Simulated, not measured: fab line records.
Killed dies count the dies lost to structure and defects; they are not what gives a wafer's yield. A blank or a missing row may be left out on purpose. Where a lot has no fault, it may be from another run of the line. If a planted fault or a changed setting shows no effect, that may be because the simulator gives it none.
Matching of chambers | flow sky130 | SKY_VIA2_CMP_02 on cmp-01 has 4 sister chambers
The step polishes SiO2. 8 wafers are shown with their chamber, then 10 later ones without.

## EACH WAFER AND ITS CHAMBER
wafer  | chamber | motorCurrentA (A) | slurryFilterDpKPa (kPa)
L080.6 | 1       | 11.3              | 13.51
L081.4 | 2       | 12.4              | 13.60
L081.6 | 0       | 12.1              | 13.58
L083.2 | 3       | 12.0              | 13.42
L083.4 | 1       | 11.6              | 13.66
L083.6 | 0       | 11.9              | 13.56
L084.1 | 2       | 13.3              | 13.21
L084.5 | 3       | 12.9              | 13.48

## WAFERS WITH NO CHAMBER GIVEN
wafer  | motorCurrentA (A) | slurryFilterDpKPa (kPa)
L084.6 | 11.8              | 13.68
L088.1 | 12.2              | 13.40
L088.2 | 11.7              | 13.35
L088.3 | 13.2              | 13.56
L095.1 | 11.6              | 13.46
L095.5 | 11.7              | 13.21
L095.6 | 12.8              | 13.62
L097.3 | 11.6              | 13.47
L097.4 | 12.4              | 13.54
L097.5 | 12.7              | 13.60

## EACH ONE'S CHAMBER
wafer  | from the rows above               | in truth
L084.6 | can't be placed: 0 or 1 or 3      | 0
L088.1 | can't be placed: 3 or 0 or 2 or 1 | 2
L088.2 | can't be placed: 0 or 1 or 3 or 2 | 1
L088.3 | can't be placed: 2 or 3 or 0      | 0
L095.1 | can't be placed: 1 or 0 or 3 or 2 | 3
L095.5 | can't be placed: 3 or 0 or 1 or 2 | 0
L095.6 | can't be placed: 3 or 2 or 0 or 1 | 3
L097.3 | can't be placed: 1 or 0 or 3 or 2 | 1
L097.4 | can't be placed: 3 or 0 or 2 or 1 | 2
L097.5 | can't be placed: 3 or 2 or 0 or 1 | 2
0 of 10 placed correctly. Not placeable from these rows: 10 (in 10, the candidates include the true chamber). Number placed wrongly: 0.
How it was worked out, from the rows above alone: a wafer's distance from a chamber is the root of the sum, over the readings, of the square of ((its reading less the chamber's mean) divided by the reading's scatter). The wafer belongs to the nearest chamber; if the next one is less than 2 further off, it can't be placed. A chamber's mean is the mean of its shown wafers. How the scatter is found: for the shown wafers, subtract from each reading the mean of its chamber, square and add these, divide the total by (wafers less chambers), then take the root.
